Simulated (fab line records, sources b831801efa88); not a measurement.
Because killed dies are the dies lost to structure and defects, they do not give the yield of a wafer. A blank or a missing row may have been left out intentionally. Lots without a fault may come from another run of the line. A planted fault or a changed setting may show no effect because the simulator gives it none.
fab line records	flow sky130
[record] lots = 6	wafers = 18	last-day = 50
route steps=708 shown VIA2@524 METAL3@532 CAPM@537 PAD_OPEN@708
lots that met no fault: taken from a fault-free run of the same line
start-h: start of the lot's first displayed wafer, in hours after the record's first day	wait-h: hours elapsed since this lot's preceding step	" repeats the value in the row above	L1.1+2: several wafers, shown together as one row	- no value present, or no start provided	* or withheld: withheld	< > ~ a bound
route shown NAME@n: names a module that has steps shown in the file, with the first one's number in the route	usual: the fault-free wafers' mean and standard deviation	same: alike in all rows	chamber/n: place in a boat	sites: readings site by site	_std_site: the values' standard deviation	_edge_site: mean of outer sites minus mean of inner sites	radius-mm: for every site, how far away it sits from the centre of the wafer	mask NAME#n: copy n	behind: the last tool/chamber to shape the wafer	hold: why the lot went on hold/how many hours it stayed there/how the hold came to an end	device: names the non-switching transistor (n, p or np)	end of line: the route-end tests of the same wafers	for a step that has no rows: nothing shown but its recipe	killed: at the first sort, the dies lost to defects and structure; wafer yield is something else	map: dies across one wafer; x = killed, . = not, _ = none there
set.NAME: the setting the step ran with; set.NAME@STEP: the setting that earlier step ran with	model.NAME: the simulator's own value behind a step, which no gauge read
a table for each step, a row for each wafer; lots at some steps of the route
services: a tool's chamber out of use, with start hour (start-h, from the record's first day; less than 0 if before it), hours out, and reason
[[steps]]
[step SKY_VIA2_STRIP_17]
[recipe] chemistry = post-etch-residue-remover	time-s = 1200	temp-c = 72.5
[step SKY_VIA2_CLEAN_18]
[recipe] chemistry = IPA	time-s = 180	temp-c = 25
[step SKY_VIA2_CLEAN_19]
[recipe] chemistry = O3/DIW	dry = n2-spin
[step SKY_VIA2_SPUTTER_20]
[recipe] material = TiN	target-thk-nm = 20	chamber-pressure-pa = 5	power-w = 4000	time-s = 80
[usual] throttle-valve-pct = 29.9/0.91
lot.wafer	tool	chamber	start-h	wait-h	throttle-valve-pct
L622.1	pvd-sputter-03	-	869.39	0.0	29.1
L622.4	"	-	"	"	29.6
L622.5	"	-	"	"	29.1
L626.1	pvd-sputter-03	-	891.84	0.0	29.7
L626.4	"	-	"	"	29.2
L626.5	"	-	"	"	29.2
L630.2	pvd-sputter-02	-	934.34	0.0	28.4
L630.3	"	-	"	"	30.2
L630.5	"	-	"	"	28.5
L632.1	pvd-sputter-02	-	942.13	0.0	30.6
L632.2	"	-	"	"	30.4
L632.4	"	-	"	"	28.4
L640.2	pvd-sputter-03	-	994.96	0.0	29.1
L640.4	"	-	"	"	29.2
L640.5	"	-	"	"	29.0
L642.2	pvd-sputter-03	-	1000.71	0.0	29.0
L642.5	"	-	"	"	29.2
L642.6	"	-	"	"	29.5
[step SKY_VIA2_CVD_21]
[recipe] material = W	target-thk-nm = 420	time-s = 126.4	temp-c = 400	pressure-torr = 40
[usual] heater-power-w = 919/24
lot.wafer	tool	chamber	start-h	wait-h	heater-power-w
L622.1	cvd-w-01	0	869.46	0.0	921
L622.4	"	1	"	"	895
L622.5	"	0	"	"	914
L626.1	cvd-w-01	0	891.90	0.0	912
L626.4	"	0	"	"	928
L626.5	"	1	"	"	883
L630.2	cvd-w-02	1	934.40	0.0	946
L630.3	"	1	"	"	911
L630.5	"	0	"	"	920
L632.1	cvd-w-02	0	942.19	0.0	937
L632.2	"	1	"	"	937
L632.4	"	1	"	"	947
L640.2	cvd-w-02	1	995.02	0.0	958
L640.4	"	0	"	"	927
L640.5	"	0	"	"	935
L642.2	cvd-w-02	0	1000.77	0.0	932
L642.5	"	0	"	"	905
L642.6	"	1	"	"	938
[step SKY_VIA2_RS_MEAS_22]
[recipe] thk-meas-gauge = four-point-probe	reads = W_of_VIA2_CVD_21+TiN_of_VIA2_SPUTTER_20
[usual] VIA2_W_RS = 0.2712/0.0027
lot.wafer	tool	chamber	start-h	wait-h	VIA2_W_RS[ohm/sq]
L622.1	film-metro-02	-	869.59	0.1	0.2768
L622.4	"	-	"	"	0.2748
L622.5	"	-	"	"	0.2784
L626.1	film-metro-04	-	892.03	0.1	0.2720
L626.4	"	-	"	"	0.2696
L626.5	"	-	"	"	0.2696
L630.2	film-metro-02	-	934.55	0.1	0.2711
L630.3	"	-	"	"	0.2695
L630.5	"	-	"	"	0.2669
L632.1	film-metro-02	-	942.32	0.1	0.2727
L632.2	"	-	"	"	0.2707
L632.4	"	-	"	"	0.2742
L640.2	film-metro-01	-	995.17	0.1	0.2704
L640.4	"	-	"	"	0.2735
L640.5	"	-	"	"	0.2710
L642.2	film-metro-01	-	1000.92	0.1	0.2699
L642.5	"	-	"	"	0.2689
L642.6	"	-	"	"	0.2694
[step SKY_VIA2_THK_MEAS_23]
[recipe] thk-meas-gauge = xrf	reads = W_of_VIA2_CVD_21
[usual] VIA2_W_THK = 424/9.3
lot.wafer	tool	chamber	start-h	wait-h	VIA2_W_THK[nm]
L622.1	film-metro-02	-	869.71	0.1	405
L622.4	"	-	"	"	409
L622.5	"	-	"	"	401
L626.1	film-metro-04	-	892.15	0.1	417
L626.4	"	-	"	"	421
L626.5	"	-	"	"	423
L630.2	film-metro-02	-	934.66	0.1	418
L630.3	"	-	"	"	419
L630.5	"	-	"	"	426
L632.1	film-metro-02	-	942.44	0.1	414
L632.2	"	-	"	"	418
L632.4	"	-	"	"	412
L640.2	film-metro-01	-	995.28	0.1	440
L640.4	"	-	"	"	436
L640.5	"	-	"	"	441
L642.2	film-metro-01	-	1001.03	0.1	442
L642.5	"	-	"	"	444
L642.6	"	-	"	"	443
[step SKY_VIA2_CMP_24]
[recipe] stop-on = SiO2	t-overpolish-s = 20	down-force-psi = 3.5	platen-rpm = 60	target-thk-nm = 0	pad-velocity-m-s = 0.94248
[step SKY_METAL3_SPUTTER_00]
[recipe] material = Ti	target-thk-nm = 15	power-w = 3000	time-s = 10	chamber-pressure-pa = 0.4
[step SKY_METAL3_SPUTTER_01]
[recipe] material = TiN	target-thk-nm = 20	power-w = 6500	time-s = 16.7	chamber-pressure-pa = 0.4
[step SKY_METAL3_SPUTTER_02]
[recipe] material = AlCu	target-thk-nm = 735	power-w = 10600	time-s = 39.1	chamber-pressure-pa = 0.4
[usual] throttle-valve-pct = 29.7/0.9
lot.wafer	tool	chamber	start-h	wait-h	throttle-valve-pct
L622.1	pvd-sputter-01	-	870.11	0.0	30.0
L622.4	"	-	"	"	28.4
L622.5	"	-	"	"	30.1
L626.1	pvd-sputter-01	-	892.56	0.0	28.4
L626.4	"	-	"	"	30.3
L626.5	"	-	"	"	30.0
L630.2	pvd-sputter-02	-	935.06	0.0	30.5
L630.3	"	-	"	"	30.2
L630.5	"	-	"	"	30.5
L632.1	pvd-sputter-01	-	942.85	0.0	30.2
L632.2	"	-	"	"	30.1
L632.4	"	-	"	"	28.5
L640.2	pvd-sputter-02	-	995.68	0.0	30.0
L640.4	"	-	"	"	30.6
L640.5	"	-	"	"	28.3
L642.2	pvd-sputter-02	-	1001.43	0.0	30.2
L642.5	"	-	"	"	30.1
L642.6	"	-	"	"	30.1
[step SKY_METAL3_SPUTTER_03]
[recipe] material = Ti	target-thk-nm = 5	power-w = 3000	time-s = 3.3	chamber-pressure-pa = 0.4
[usual] throttle-valve-pct = 29.7/0.91
lot.wafer	tool	chamber	start-h	wait-h	throttle-valve-pct
L622.1	pvd-sputter-01	-	870.15	0.0	30.1
L622.4	"	-	"	"	28.3
L622.5	"	-	"	"	30.2
L626.1	pvd-sputter-01	-	892.60	0.0	28.4
L626.4	"	-	"	"	30.4
L626.5	"	-	"	"	30.2
L630.2	pvd-sputter-02	-	935.10	0.0	30.2
L630.3	"	-	"	"	30.4
L630.5	"	-	"	"	30.5
L632.1	pvd-sputter-01	-	942.89	0.0	30.2
L632.2	"	-	"	"	30.5
L632.4	"	-	"	"	28.7
L640.2	pvd-sputter-02	-	995.72	0.0	30.3
L640.4	"	-	"	"	30.5
L640.5	"	-	"	"	28.4
L642.2	pvd-sputter-02	-	1001.46	0.0	30.3
L642.5	"	-	"	"	30.6
L642.6	"	-	"	"	30.1
[step SKY_METAL3_SPUTTER_04]
[recipe] material = TiN	target-thk-nm = 70	power-w = 6500	time-s = 58.3	chamber-pressure-pa = 0.4
[usual] throttle-valve-pct = 29.7/0.9
lot.wafer	tool	chamber	start-h	wait-h	throttle-valve-pct
L622.1	pvd-sputter-01	-	870.17	0.0	30.0
L622.4	"	-	"	"	28.7
L622.5	"	-	"	"	30.2
L626.1	pvd-sputter-01	-	892.62	0.0	28.4
L626.4	"	-	"	"	30.2
L626.5	"	-	"	"	30.2
L630.2	pvd-sputter-02	-	935.12	0.0	30.6
L630.3	"	-	"	"	30.2
L630.5	"	-	"	"	30.7
L632.1	pvd-sputter-01	-	942.91	0.0	30.3
L632.2	"	-	"	"	30.4
L632.4	"	-	"	"	28.4
L640.2	pvd-sputter-02	-	995.73	0.0	30.2
L640.4	"	-	"	"	30.5
L640.5	"	-	"	"	28.6
L642.2	pvd-sputter-02	-	1001.48	0.0	30.2
L642.5	"	-	"	"	30.5
L642.6	"	-	"	"	30.2
[step SKY_CAPM_CVD_00]
[recipe] material = SiO2	target-thk-nm = 15.5	temp-c = 400	time-s = withheld	rf-w = 450
[step SKY_CAPM_THK_MEAS_01]
[recipe] reads = SiO2_of_CAPM_CVD_00
[usual] CAPM_CVD_00_THK = 15.54/0.22
lot.wafer	tool	chamber	start-h	wait-h	CAPM_CVD_00_THK[nm]
L622.1	film-metro-04	-	870.24	-	15.14
L622.4	"	-	"	"	15.30
L622.5	"	-	"	"	15.35
L626.1	film-metro-02	-	892.69	-	15.28
L626.4	"	-	"	"	15.38
L626.5	"	-	"	"	15.59
L630.2	film-metro-02	-	935.20	-	15.42
L630.3	"	-	"	"	15.57
L630.5	"	-	"	"	16.00
L632.1	film-metro-02	-	942.98	-	15.43
L632.2	"	-	"	"	15.75
L632.4	"	-	"	"	15.82
L640.2	film-metro-04	-	995.81	-	15.47
L640.4	"	-	"	"	15.71
L640.5	"	-	"	"	15.66
L642.2	film-metro-02	-	1001.56	-	15.59
L642.5	"	-	"	"	15.77
L642.6	"	-	"	"	15.78
[step SKY_CAPM_SPUTTER_02]
[recipe] material = TiN	target-thk-nm = 200	temp-c = 300	power-w = 6500	time-s = 166.7	chamber-pressure-pa = 0.4
[step SKY_CAPM_RS_MEAS_03]
[recipe] thk-meas-gauge = four-point-probe	reads = TiN_of_CAPM_SPUTTER_02
[usual] CAPM_TIN_RS = 6.89/0.062
lot.wafer	tool	chamber	start-h	wait-h	CAPM_TIN_RS[ohm/sq]
L622.1	film-metro-02	-	870.41	0.1	6.87
L622.4	"	-	"	"	6.86
L622.5	"	-	"	"	6.88
L626.1	film-metro-04	-	892.86	0.1	6.89
L626.4	"	-	"	"	6.97
L626.5	"	-	"	"	6.94
L630.2	film-metro-02	-	935.38	0.1	6.90
L630.3	"	-	"	"	6.96
L630.5	"	-	"	"	6.85
L632.1	film-metro-04	-	943.15	0.1	6.95
L632.2	"	-	"	"	7.02
L632.4	"	-	"	"	6.95
L640.2	film-metro-02	-	995.99	0.1	6.85
L640.4	"	-	"	"	6.76
L640.5	"	-	"	"	6.80
L642.2	film-metro-03	-	1001.74	0.1	6.90
L642.5	"	-	"	"	6.92
L642.6	"	-	"	"	6.99
[step SKY_CAPM_THK_MEAS_04]
[recipe] thk-meas-gauge = xrf	reads = TiN_of_CAPM_SPUTTER_02
[usual] CAPM_TIN_THK = 203.6/2.1
lot.wafer	tool	chamber	start-h	wait-h	CAPM_TIN_THK[nm]
L622.1	film-metro-02	-	870.53	0.1	203.6
L622.4	"	-	"	"	204.4
L622.5	"	-	"	"	204.3
L626.1	film-metro-04	-	892.98	0.1	202.1
L626.4	"	-	"	"	200.2
L626.5	"	-	"	"	201.6
L630.2	film-metro-02	-	935.49	0.1	203.0
L630.3	"	-	"	"	201.7
L630.5	"	-	"	"	205.2
L632.1	film-metro-04	-	943.27	0.1	201.4
L632.2	"	-	"	"	199.9
L632.4	"	-	"	"	201.8
L640.2	film-metro-02	-	996.10	0.1	203.8
L640.4	"	-	"	"	206.3
L640.5	"	-	"	"	204.9
L642.2	film-metro-03	-	1001.85	0.1	205.6
L642.5	"	-	"	"	205.5
L642.6	"	-	"	"	202.8
[step SKY_CAPM_DEHYDRATE_05]
[recipe] temp-c = 200	time-s = 60
[step SKY_CAPM_HMDS_06]
[recipe] prime-time-s = 60	prime-temp-c = 120
[step SKY_CAPM_COAT_07]
[recipe] resist = NOVOLAK	spin-rpm = 3000	resist-thk-nm = 1140
[step SKY_CAPM_SOFTBAKE_08]
[recipe] temp-c = 90	time-s = 60	resist = NOVOLAK
[step SKY_CAPM_EXPOSE_09]
[recipe] mask-id = CAPM	na = 0.6	source-shape = conventional	sigma-outer = 0.6	polarization = unpolarized	target-cd-nm = 1000	dose-mj = 159
[step SKY_CAPM_PEB_10]
[recipe] temp-c = withheld	time-s = *	resist = NOVOLAK
[step SKY_CAPM_DEVELOP_11]
[recipe] resist = NOVOLAK	developer = TMAH	develop-time-s = 60	dev-temp-c = 23
[step SKY_CAPM_OVL_MEAS_12]
[usual] CAPM_OVL = 0.8/1.2
lot.wafer	tool	chamber	start-h	wait-h	CAPM_OVL[nm]
L622.1	overlay-02	-	896.15	0.1	1.2
L622.4	"	-	"	"	3.5
L622.5	"	-	"	"	2.1
L626.1	overlay-01	-	917.92	0.1	-0.1
L626.4	"	-	"	"	-0.5
L626.5	"	-	"	"	0.4
L630.2	overlay-02	-	959.26	0.1	0.2
L630.3	"	-	"	"	-0.8
L630.5	"	-	"	"	0.0
L632.1	overlay-01	-	966.90	0.1	-0.2
L632.2	"	-	"	"	-0.1
L632.4	"	-	"	"	1.0
L640.2	overlay-01	-	1019.06	0.1	1.3
L640.4	"	-	"	"	0.0
L640.5	"	-	"	"	1.2
L642.2	overlay-02	-	1025.08	0.1	1.6
L642.5	"	-	"	"	3.4
L642.6	"	-	"	"	1.4
[step SKY_CAPM_METAL_ETCH_13]
[recipe] target-depth-nm = 220	stop-on = SiO2	chemistry = Cl2/BCl3	target = TiN	pressure-mtorr = 10	icp-w = 900	bias-w = 48.5	Cl2_flow_sccm = 60	bcl3-flow-sccm = 30	time-s = 62.9
[step SKY_CAPM_STRIP_14]
[recipe] chemistry = O2/N2	power-w = 1400	pressure-mtorr = 1500	platen-temp-c = withheld	o2-flow-sccm = 3000	n2-flow-sccm = 300	overash-fraction = 0.5
[step SKY_CAPM_STRIP_15]
[recipe] chemistry = post-etch-residue-remover	time-s = 1200	temp-c = 72.5
[step SKY_CAPM_CLEAN_16]
[recipe] chemistry = IPA	time-s = 180	temp-c = 25
[step SKY_CAPM_CLEAN_17]
[recipe] chemistry = O3/DIW	dry = n2-spin
[step SKY_METAL3_DEHYDRATE_05]
[recipe] temp-c = 200	time-s = 60
[step SKY_METAL3_HMDS_06]
[recipe] prime-time-s = 60	prime-temp-c = 120
[step SKY_METAL3_COAT_07]
[recipe] resist = BARC	temp-c = withheld	time-s = withheld	spin-rpm = 3000	resist-thk-nm = 60
[step SKY_METAL3_COAT_08]
[recipe] resist = KrF-thick	spin-rpm = 3000	resist-thk-nm = 1140
[step SKY_METAL3_SOFTBAKE_09]
[recipe] temp-c = 100	time-s = 90	resist = KrF-thick
[step SKY_METAL3_EXPOSE_10]
[recipe] mask-id = MM3	na = 0.68	source-shape = annular	sigma-inner = 0.4	sigma-outer = 0.8	target-cd-nm = 300	dose-mj = 28
[step SKY_METAL3_PEB_11]
[recipe] peb-temp-c = withheld	peb-time-s = withheld	resist = KrF-thick
[step SKY_METAL3_DEVELOP_12]
[recipe] develop-time-s = 60	resist = KrF-thick	dev-temp-c = 21
[step SKY_METAL3_CD_MEAS_13]
[recipe] target-cd-nm = 300
[usual] cd-nm = 299.9/1.8
lot.wafer	tool	chamber	start-h	wait-h	cd-nm
L622.1	cd-sem-02	-	921.27	-	298.8
L622.4	"	-	"	"	298.2
L622.5	"	-	"	"	299.4
L626.1	cd-sem-02	-	943.57	-	300.6
L626.4	"	-	"	"	299.5
L626.5	"	-	"	"	299.8
L630.2	cd-sem-02	-	983.70	-	303.7
L630.3	"	-	"	"	304.9
L630.5	"	-	"	"	304.6
L632.1	cd-sem-02	-	991.79	-	298.0
L632.2	"	-	"	"	298.6
L632.4	"	-	"	"	298.3
L640.2	cd-sem-02	-	1041.96	-	300.5
L640.4	"	-	"	"	300.5
L640.5	"	-	"	"	301.0
L642.2	cd-sem-02	-	1048.86	-	298.6
L642.5	"	-	"	"	299.2
L642.6	"	-	"	"	301.0
[step SKY_METAL3_OVL_MEAS_14]
[usual] METAL3_OVL = 1/4.9
lot.wafer	tool	chamber	start-h	wait-h	METAL3_OVL[nm]
L622.1	overlay-02	-	921.39	0.1	-3
L622.4	"	-	"	"	-4
L622.5	"	-	"	"	-2
L626.1	overlay-02	-	943.69	0.1	5
L626.4	"	-	"	"	8
L626.5	"	-	"	"	7
L630.2	overlay-01	-	983.80	0.1	-4
L630.3	"	-	"	"	-3
L630.5	"	-	"	"	-8
L632.1	overlay-01	-	991.91	0.1	0
L632.2	"	-	"	"	-4
L632.4	"	-	"	"	4
L640.2	overlay-02	-	1042.07	0.1	-3
L640.4	"	-	"	"	-8
L640.5	"	-	"	"	-5
L642.2	overlay-01	-	1048.97	0.1	-4
L642.5	"	-	"	"	-4
L642.6	"	-	"	"	2
[step SKY_METAL3_DESCUM_15]
[recipe] chemistry = O2	source-power-w = 150	bias-power-w = 0	pressure-mtorr = 10	temp-c = 40	time-s = 8
[usual] drypump-motor-current-A = 5.6/0.64	oes-product-au = 0.998/0.012
lot.wafer	tool	chamber	start-h	wait-h	drypump-motor-current-A	oes-product-au	rf-hours-counter-h
L622.1	rie-metal-01	0	921.43	0.0	5.4	1.001	12
L622.4	"	1	"	"	4.8	0.992	-
L622.5	"	0	"	"	5.3	1.002	-
L626.1	rie-metal-03	1	943.73	0.0	5.6	1.007	6
L626.4	"	0	"	"	6.0	1.001	-
L626.5	"	0	"	"	6.1	0.990	-
L630.2	rie-metal-02	1	983.83	0.0	5.0	0.987	4
L630.3	"	0	"	"	6.5	1.005	-
L630.5	"	0	"	"	6.5	1.004	-
L632.1	rie-metal-01	0	991.95	0.0	5.3	1.013	15
L632.2	"	1	"	"	4.8	0.990	4
L632.4	"	1	"	"	4.8	0.990	-
L640.2	rie-metal-02	1	1042.10	0.0	4.9	0.999	8
L640.4	"	1	"	"	5.0	1.003	-
L640.5	"	1	"	"	5.0	1.000	-
L642.2	rie-metal-02	1	1049.00	0.0	5.0	0.988	9
L642.5	"	1	"	"	4.9	0.990	-
L642.6	"	0	"	"	6.5	1.009	-
[step SKY_PAD_OPEN_PROBE_99]
[usual] defect-limited-yield = 82.5/2	killed_at_M0_to_M3 = 44/7.4	killed_at_M4_up = 3.0/1.8	killed-at-contacts = 24/5.1	killed-at-front-end = 15/4.3	killed-at-other = 0.3/0.54	killed-dies = 86/9.9	killed-open = 47/7.1	killed-short = 38/6.7	sort_bin_3_pad_short = 0.8/0.39	sort_bin_5_function = 10.4/1.5	sort_bin_6_memory = 6.2/1.2	sort-n-pass = 406/9.9	sort-yield-pct = 82.5/2
[same] gross-dies = 492	killed-at-back-side = 0	sort_bin_4_leakage[%] = 0	sort_bin_8_speed[%] = 0
lot.wafer	tool	chamber	start-h	wait-h	defect-limited-yield[%]	killed_at_M0_to_M3	killed_at_M4_up	killed-at-contacts	killed-at-front-end	killed-at-other	killed-dies	killed-open	killed-short	sort_bin_3_pad_short[%]	sort_bin_5_function[%]	sort_bin_6_memory[%]	sort-n-pass	sort-yield-pct[%]	model.etest.tester.sort-n-pass	model.etest.tester.sort-yield-pct	model.etest.tester.sort_bin_5_pct	model.etest.tester.sort_bin_3_pct
L622.1	prober-02	-	1094.17	0.1	82.1	48	3	20	17	0	88	46	42	0.6	9.3	7.9	404	82.1	404	82.11	9.35	0.6098
L622.4	prober-02	-	1094.32	0.2	85.4	33	1	27	11	0	72	37	35	0.6	8.3	5.7	420	85.4	420	85.37	8.333	0.6098
L622.5	prober-02	-	1094.37	0.2	79.1	51	1	39	12	0	103	59	44	0.6	12.8	7.5	389	79.1	389	79.06	12.8	0.6098
L630.2	prober-01	-	1144.03	0.1	79.1	51	3	32	17	0	103	68	35	0.6	13.4	6.9	389	79.1	389	79.06	13.41	0.6098
L630.3	prober-01	-	1144.08	0.2	82.1	47	4	28	9	0	88	51	37	1.0	10.0	6.9	404	82.1	404	82.11	9.959	1.016
L630.5	prober-01	-	1144.18	0.2	80.1	58	3	21	16	0	98	56	42	1.4	11.6	6.9	394	80.1	394	80.08	11.59	1.423
L632.1	prober-01	-	1149.48	0.1	82.1	34	10	30	14	0	88	46	42	0.8	9.8	7.3	404	82.1	404	82.11	9.756	0.813
L632.2	prober-01	-	1149.53	0.1	81.1	47	4	24	18	0	93	53	40	1.2	10.6	7.1	399	81.1	399	81.1	10.57	1.22
L632.4	prober-01	-	1149.63	0.2	83.7	47	6	21	6	0	80	41	39	0.2	9.6	6.5	412	83.7	412	83.74	9.553	0.2033
L640.2	prober-01	-	1191.09	0.1	76.6	79	1	17	18	0	115	33	52	3.5	14.8	5.1	377	76.6	377	76.63	14.84	3.455
L640.4	prober-01	-	1191.19	0.2	72.8	102	1	15	16	0	134	48	44	1.0	17.9	8.3	358	72.8	358	72.76	17.89	1.016
L640.5	prober-01	-	1191.24	0.2	77.0	74	3	24	12	0	113	41	39	1.8	13.0	8.1	379	77.0	379	77.03	13.01	1.829
L642.2	prober-01	-	1195.49	0.1	79.3	61	0	22	18	1	102	46	32	2.2	13.0	5.5	390	79.3	390	79.27	13.01	2.236
L642.5	prober-01	-	1195.64	0.2	75.0	82	2	25	14	0	123	47	40	2.0	15.9	7.1	369	75.0	369	75	15.85	2.033
L642.6	prober-01	-	1195.69	0.2	80.1	66	0	22	9	1	98	39	32	1.6	13.6	4.7	394	80.1	394	80.08	13.62	1.626
// killed by level:class
L622.1 LI_CONTACT:geometric-particle:open=8 VIA1:geometric-particle:open=8 CONTACT:geometric-particle:open=7 VIA2:geometric-particle:open=6 VIA1:geometric-particle:short=6 METAL2:geometric-particle:short=6 FIELD_ISO:geometric-particle:short=5 VIA2:geometric-particle:short=5
L622.4 CONTACT:geometric-particle:short=12 LI_CONTACT:geometric-particle:open=9 VIA1:geometric-particle:open=6 FIELD_ISO:geometric-particle:short=5 METAL2:geometric-particle:short=5 CONTACT:geometric-particle:open=5 VIA2:geometric-particle:open=5 VIA1:geometric-particle:short=4
L622.5 CONTACT:geometric-particle:open=21 VIA1:geometric-particle:open=9 METAL1:geometric-particle:short=8 VIA2:geometric-particle:open=8 VIA3:geometric-particle:open=7 CONTACT:geometric-particle:short=7 LI_CONTACT:geometric-particle:open=6 VIA1:geometric-particle:short=6
L630.2 VIA1:geometric-particle:open=21 CONTACT:geometric-particle:open=14 LI_CONTACT:geometric-particle:open=7 FIELD_ISO:geometric-particle:open=6 METAL1:geometric-particle:short=6 VIA3:geometric-particle:short=5 VIA3:geometric-particle:open=5 POLY_GATE:geometric-particle:open=4
L630.3 CONTACT:geometric-particle:open=10 VIA1:geometric-particle:open=10 METAL2:geometric-particle:short=8 METAL1:geometric-particle:short=6 LI_CONTACT:geometric-particle:open=6 VIA3:geometric-particle:open=6 LOCAL_INTERCONNECT:geometric-particle:short=5 VIA2:geometric-particle:open=4
L630.5 VIA1:geometric-particle:open=14 LI_CONTACT:geometric-particle:open=8 VIA3:geometric-particle:open=7 VIA2:geometric-particle:open=7 METAL2:geometric-particle:short=6 FIELD_ISO:geometric-particle:open=5 CONTACT:geometric-particle:open=5 POLY_GATE:geometric-particle:short=4
L632.1 VIA1:geometric-particle:open=11 CONTACT:geometric-particle:open=8 METAL4:geometric-particle:short=7 LI_CONTACT:geometric-particle:open=6 CONTACT:geometric-particle:short=6 VIA2:geometric-particle:open=6 FIELD_ISO:geometric-particle:short=4 LI_CONTACT:geometric-particle:short=4
L632.2 CONTACT:geometric-particle:open=12 VIA1:geometric-particle:open=10 METAL1:geometric-particle:short=9 VIA3:geometric-particle:open=7 METAL2:geometric-particle:short=6 POLY_GATE:geometric-particle:short=5 LI_CONTACT:geometric-particle:open=5 FIELD_ISO:geometric-particle:open=4
L632.4 VIA3:geometric-particle:open=10 METAL2:geometric-particle:short=9 CONTACT:geometric-particle:open=6 VIA1:geometric-particle:open=6 VIA2:geometric-particle:open=5 LI_CONTACT:geometric-particle:open=5 VIA1:geometric-particle:short=4 CONTACT:geometric-particle:short=4
L640.2 METAL3:unspecified=30 METAL2:geometric-particle:short=10 METAL1:geometric-particle:short=8 POLY_GATE:geometric-particle:short=6 CONTACT:geometric-particle:open=6 VIA1:geometric-particle:short=6 VIA1:geometric-particle:open=6 FIELD_ISO:geometric-particle:short=5
L640.4 METAL3:unspecified=42 VIA1:geometric-particle:open=17 VIA3:geometric-particle:open=10 METAL2:geometric-particle:short=8 LI_CONTACT:geometric-particle:open=6 METAL1:geometric-particle:short=6 VIA1:geometric-particle:short=6 POLY_GATE:geometric-particle:short=5
L640.5 METAL3:unspecified=33 CONTACT:geometric-particle:open=9 METAL1:geometric-particle:short=8 VIA1:geometric-particle:short=7 METAL2:geometric-particle:short=7 LI_CONTACT:geometric-particle:open=6 VIA1:geometric-particle:open=6 VIA3:geometric-particle:open=6
L642.2 METAL3:unspecified=24 LI_CONTACT:geometric-particle:open=10 VIA1:geometric-particle:open=9 FIELD_ISO:geometric-particle:open=6 METAL1:geometric-particle:short=6 CONTACT:geometric-particle:open=6 VIA1:geometric-particle:short=6 FIELD_ISO:geometric-particle:short=5
L642.5 METAL3:unspecified=36 VIA3:geometric-particle:open=13 LOCAL_INTERCONNECT:geometric-particle:short=7 VIA1:geometric-particle:short=7 VIA1:geometric-particle:open=7 CONTACT:geometric-particle:open=6 METAL2:geometric-particle:short=5 FIELD_ISO:geometric-particle:open=4
L642.6 METAL3:unspecified=27 VIA1:geometric-particle:open=10 LI_CONTACT:geometric-particle:open=7 CONTACT:geometric-particle:open=7 VIA3:geometric-particle:open=6 VIA1:geometric-particle:short=5 VIA3:geometric-particle:short=5 METAL1:geometric-particle:short=4
// map L640.4 (x killed, . not)
__________......x..._________
________...xxx..x....._______
______..x.............x._____
_____....x...............____
____.x........x........x..___
___x.xx..x.x....x...x..x...__
__x....xxx...x.x..x.....x..._
_....x....x..x..xxx..x...x..x
_xx.....x....x.xxxxxxxxx.....
_x.x..........xxxxxxxxxxx....
_.x..........x..xxxxx.x......
_.............xxxxxxxxxxx..x.
_...x.x.x..xxx...xxx.x.x.....
_......x........xxx.x.....x..
_......x.............x...xxx.
__...x....x.x...........x..x_
___.........x...........x..__
____x...xx......x.x.xx....___
_____..........x.xx......____
______..x..x.....x..x.xx_____
________.xx..........x_______
__________x.....xxx._________
// map L642.5 (x killed, . not)
__________.x...x.x.._________
________.......x......_______
______..x....x...xxx...._____
_____...x................____
____.x...........x........___
___.......x............x...__
__......x.xx.x.......x.x...._
_x......x.x...x.xxxx.x.x.....
_.x....x.....x.xxxxx..x......
_.x....x.......xxxxxxxx.....x
_..x.....x.x..xxxxxxxxx.x..x.
_x......xx.....xxxxxx.x.....x
_.x...xxx.....xx.xxxxx.....x.
_...x.x.....x...x...xx...x...
_....x..x.........x...x......
__.....xx..x.xx.x..........._
___xxx.....x...x......x.x..__
____.....x......x....x....___
_____.........xxx........____
______.................._____
________xx....x......x_______
__________..x......x_________
[[services]]
tool	chamber	start-h	hours	kind
pvd-sputter-01	-	850.02	2.4	repair
rie-metal-01	-	862.55	14.6	pm
pvd-sputter-02	0	875.04	-	consumable-replace:kit
pvd-sputter-02	0	875.04	18.0	scheduled-down
pvd-sputter-02	0	875.04	18.0	vent-cycle
cvd-w-01	-	904.00	14.0	pm
cvd-w-01	-	937.12	2.8	pm
pvd-sputter-01	-	947.22	5.7	repair
rie-metal-03	0	961.10	45.0	repair
cvd-w-01	-	968.54	4.3	pm
pvd-sputter-01	3	975.94	-	consumable-replace:kit
pvd-sputter-01	3	975.94	18.0	scheduled-down
pvd-sputter-01	3	975.94	18.0	vent-cycle
pvd-sputter-02	3	995.78	-	consumable-replace:kit
pvd-sputter-02	3	995.78	18.0	scheduled-down
pvd-sputter-02	3	995.78	18.0	vent-cycle
pvd-sputter-03	2	1011.84	-	consumable-replace:kit
pvd-sputter-03	2	1011.84	18.0	scheduled-down
pvd-sputter-03	2	1011.84	18.0	vent-cycle
cvd-w-02	0	1017.83	14.9	repair
pvd-sputter-02	-	1020.43	8.2	repair
rie-metal-01	-	1025.86	1.4	pm
rie-metal-01	-	1040.47	2.8	pm
cvd-w-01	-	1046.67	0.9	repair
[[key]]
[first-sign] step = SKY_PAD_OPEN_PROBE_99	reading = killed_at_M0_to_M3	direction = up	sigmas = 4.5	usual = 44	struck = 77
[effect] step = SKY_PAD_OPEN_PROBE_99	reading = sort_bin_3_pad_short	direction = up	sigmas = 3.1	usual = 0.8	struck = 2.0	wafers-moved = 5
[model-effect] step = SKY_PAD_OPEN_PROBE_99	value = etest.tester.sort-n-pass	without = 405.5	struck = 377.8
met-at SKY_METAL3_SPUTTER_04
struck-wafers L640.2,L640.4,L640.5,L642.2,L642.5,L642.6
onset-between 935.12 995.73
also-fits time
[fault] kind = chamber-particle-source	tool = pvd-sputter-02	chamber = -	onset-h = 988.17	steps = SKY_METAL3_SPUTTER_04	rate-per-visit-cm2 = 0.39669	end-h = 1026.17
